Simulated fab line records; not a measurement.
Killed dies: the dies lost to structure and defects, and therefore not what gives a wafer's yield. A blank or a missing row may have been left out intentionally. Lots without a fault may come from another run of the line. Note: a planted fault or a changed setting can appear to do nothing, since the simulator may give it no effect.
Which tool was responsible?	flow gf180mcu	14 lots, 42 wafers sampled, at 4 steps of a route of 602

## WHAT EACH GAUGE READ, for each wafer
The record lacks any reading of a measuring or inspecting step that a usual standard deviation could be used to judge.

## EACH LOT AND THE TOOL THAT RAN IT (in order: tool; ch and the chambers of the sampled wafers; start)
lot	GF_POLY_GATE_ETCH_13	GF_HV_LDD_STRIP_10	GF_HV_LDD_STRIP_22	GF_HV_LDD_PEB_29
L681	rieSi-01 ch 0,1,3, day 9 15:26	plasmaAsher-03 ch 0,1, day 10 11:22	plasmaAsher-02 ch 0, day 11 06:07	lithoTrack-01 ch 0, day 12 00:27
L684	rieSi-01 ch 0,1, day 10 08:01	plasmaAsher-02 ch 0,1, day 11 04:12	plasmaAsher-01 ch 0,1, day 11 23:43	lithoTrack-01 ch 0, day 12 18:27
L688	rieSi-02 ch 0,2,3, day 11 07:19	plasmaAsher-02 ch 0,1, day 12 04:26	plasmaAsher-01 ch 0,1, day 12 23:56	lithoTrack-04 ch 0, day 13 19:39
L689	rieSi-02 ch 0,1, day 11 13:29	plasmaAsher-02 ch 0,1, day 12 11:04	plasmaAsher-03 ch 0,1, day 13 07:07	lithoTrack-01 ch 0, day 14 02:58
L692	rieSi-01 ch 1,3, day 12 14:25	plasmaAsher-03 ch 0,1, day 13 12:40	plasmaAsher-03 ch 0,1, day 14 09:36	lithoTrack-04 ch 0, day 15 05:57
L693	rieSi-01 ch 0,2,3, day 12 19:39	plasmaAsher-03 ch 0,1, day 13 17:59	plasmaAsher-03 ch 0,1, day 14 15:08	lithoTrack-04, day 15 11:24
L694	rieSi-02 ch 1,2,3, day 13 01:51	plasmaAsher-03 ch 0,1, day 14 00:18	plasmaAsher-01 ch 0,1, day 14 21:01	lithoTrack-01, day 15 18:12
L697	rieSi-02 ch 0,2, day 13 22:37	plasmaAsher-01 ch 0,1, day 14 21:36	plasmaAsher-01 ch 0,1, day 15 19:42	lithoTrack-01 ch 0, day 16 17:18
L699	rieSi-01 ch 0,1,2, day 14 11:36	plasmaAsher-02 ch 0,1, day 15 10:09	plasmaAsher-01 ch 1, day 16 08:22	lithoTrack-04 ch 0, day 17 07:08
L700	rieSi-02 ch 1,2,3, day 14 21:51	plasmaAsher-01 ch 0,1, day 15 21:21	plasmaAsher-01 ch 0,1, day 16 20:06	lithoTrack-03 ch 0, day 17 18:42
L701	rieSi-01 ch 0,1, day 15 04:29	plasmaAsher-01 ch 0,1, day 16 04:52	plasmaAsher-01 ch 0,1, day 17 03:40	lithoTrack-03 ch 0, day 18 02:15
L702	rieSi-02 ch 1,2, day 15 15:24	plasmaAsher-03 ch 0,1, day 16 14:39	plasmaAsher-01 ch 0,1, day 17 13:04	lithoTrack-04 ch 0, day 18 12:18
L703	rieSi-01 ch 0,1,2, day 15 17:24	plasmaAsher-01 ch 0,1, day 16 17:12	plasmaAsher-01 ch 0,1, day 17 16:00	lithoTrack-01 ch 0, day 18 15:28
L704	rieSi-02 ch 0,2,3, day 16 02:15	plasmaAsher-03 ch 0,1, day 17 02:51	plasmaAsher-02 ch 0,1, day 18 01:55	lithoTrack-03 ch 0, day 19 01:24
- GF_POLY_GATE_ETCH_13: etches poly-Si in HBr/Cl2, stops on SiO2, target depth 198.5 nm, time 69.6 s.
- GF_HV_LDD_STRIP_10: strips in O2/N2.
- GF_HV_LDD_STRIP_22: strips in O2/N2.
- GF_HV_LDD_PEB_29

## WHAT THE TOOLS THEMSELVES READ (means of the sampled wafers that have a number; where no wafer has one, the mark that the record gives instead)
GF_POLY_GATE_ETCH_13. Usual: drypumpMotorCurrentA 5.8 A, standard deviation 0.48; oesProductAu 0.990 a.u., standard deviation 0.0072; throttleValvePct 33.685 %, standard deviation 0.01.
lot	tool	drypumpMotorCurrentA (A)	oesProductAu (a.u.)	throttleValvePct (%)	flag
L681	rieSi-01	5.5	0.991	33.687	
L684	rieSi-01	5.2	0.986	33.680	
L688	rieSi-02	6.2	0.992	33.695	
L689	rieSi-02	5.7	0.986	33.672	
L692	rieSi-01	5.5	0.996	33.685	
L693	rieSi-01	5.7	0.993	33.681	
L694	rieSi-02	5.9	0.982	33.682	
L697	rieSi-02	5.9	0.983	33.682	
L699	rieSi-01	5.4	0.984	33.701	
L700	rieSi-02	5.9	0.983	33.680	
L701	rieSi-01	5.3	0.995	33.692	
L702	rieSi-02	5.6	0.996	33.683	
L703	rieSi-01	5.4	0.993	33.686	
L704	rieSi-02	6.2	0.990	33.680	

GF_HV_LDD_STRIP_10. Usual: drypumpMotorCurrentA 5.9 A, standard deviation 0.37; heaterPowerW 325 W, standard deviation 13; oesProductAu 0.716 a.u., standard deviation 0.0042; stripTimeToEndpointS 12.62 s, standard deviation 0.037.
lot	tool	drypumpMotorCurrentA (A)	heaterPowerW (W)	oesProductAu (a.u.)	stripTimeToEndpointS (s)	flag
L681	plasmaAsher-03	6.3	335	0.717	12.60	
L684	plasmaAsher-02	5.8	342	0.714	12.59	
L688	plasmaAsher-02	5.9	319	0.719	12.61	
L689	plasmaAsher-02	5.9	320	0.714	12.56	
L692	plasmaAsher-03	6.2	327	0.718	12.65	
L693	plasmaAsher-03	6.3	329	0.715	12.62	
L694	plasmaAsher-03	6.2	329	0.712	12.64	
L697	plasmaAsher-01	5.7	318	0.715	12.62	
L699	plasmaAsher-02	5.8	338	0.721	12.61	
L700	plasmaAsher-01	5.7	319	0.719	12.69	
L701	plasmaAsher-01	5.7	322	0.718	12.59	
L702	plasmaAsher-03	6.2	328	0.714	12.60	
L703	plasmaAsher-01	5.5	313	0.717	12.61	
L704	plasmaAsher-03	6.3	327	0.717	12.61	

GF_HV_LDD_STRIP_22. Usual: drypumpMotorCurrentA 5.8 A, standard deviation 0.36; heaterPowerW 322 W, standard deviation 13; oesProductAu 0.716 a.u., standard deviation 0.0043; stripTimeToEndpointS 12.62 s, standard deviation 0.033.
lot	tool	drypumpMotorCurrentA (A)	heaterPowerW (W)	oesProductAu (a.u.)	stripTimeToEndpointS (s)	flag
L681	plasmaAsher-02	6.0	308	0.718	12.61	
L684	plasmaAsher-01	5.7	321	0.717	12.64	
L688	plasmaAsher-01	5.5	314	0.717	12.63	
L689	plasmaAsher-03	6.3	331	0.716	12.63	
L692	plasmaAsher-03	6.2	328	0.718	12.61	
L693	plasmaAsher-03	6.2	325	0.717	12.61	
L694	plasmaAsher-01	5.7	321	0.717	12.65	
L697	plasmaAsher-01	5.7	326	0.721	12.57	
L699	plasmaAsher-01	5.3	309	0.716	12.58	
L700	plasmaAsher-01	5.7	320	0.718	12.61	
L701	plasmaAsher-01	5.5	316	0.718	12.61	
L702	plasmaAsher-01	5.5	315	0.717	12.67	
L703	plasmaAsher-01	5.5	311	0.715	12.62	
L704	plasmaAsher-02	5.9	322	0.717	12.67	

GF_HV_LDD_PEB_29. Usual: 45.1 Pa for exhaustPa, sd 0.75.
lot	tool	exhaustPa (Pa)	flag
L681	lithoTrack-01	43.9	
L684	lithoTrack-01	45.1	
L688	lithoTrack-04	45.4	
L689	lithoTrack-01	45.2	
L692	lithoTrack-04	45.3	
L693	lithoTrack-04	-	OFF
L694	lithoTrack-01	-	OFF
L697	lithoTrack-01	44.8	
L699	lithoTrack-04	45.3	
L700	lithoTrack-03	45.1	
L701	lithoTrack-03	45.1	
L702	lithoTrack-04	45.3	
L703	lithoTrack-01	44.7	
L704	lithoTrack-03	44.6	

## THE ANSWER, worked out from the rows above alone
Rule: take the mean of a lot's wafers that have a number; if it is more than 3 standard deviations from the usual mean, the lot is off. A lot without any number at a reading at which 4 lots or more have one is off too. The other lots that the step has rows for count as sound. First the gauges in route order, then the tools' own readings, where a lot's mean is used as printed above. At the first step where some lot is off, the reading lying furthest off is the one used; lots without a number count as furthest.
Off at GF_HV_LDD_PEB_29 (exhaustPa): L693, L694. Without a number there: L693, L694.
If a tool, at that step or one of the process steps before it, ran each lot that is off and ran no sound lot following the first of them, it fits. None of those tried fits.

## WHAT THE SIMULATOR HAD PUT IN
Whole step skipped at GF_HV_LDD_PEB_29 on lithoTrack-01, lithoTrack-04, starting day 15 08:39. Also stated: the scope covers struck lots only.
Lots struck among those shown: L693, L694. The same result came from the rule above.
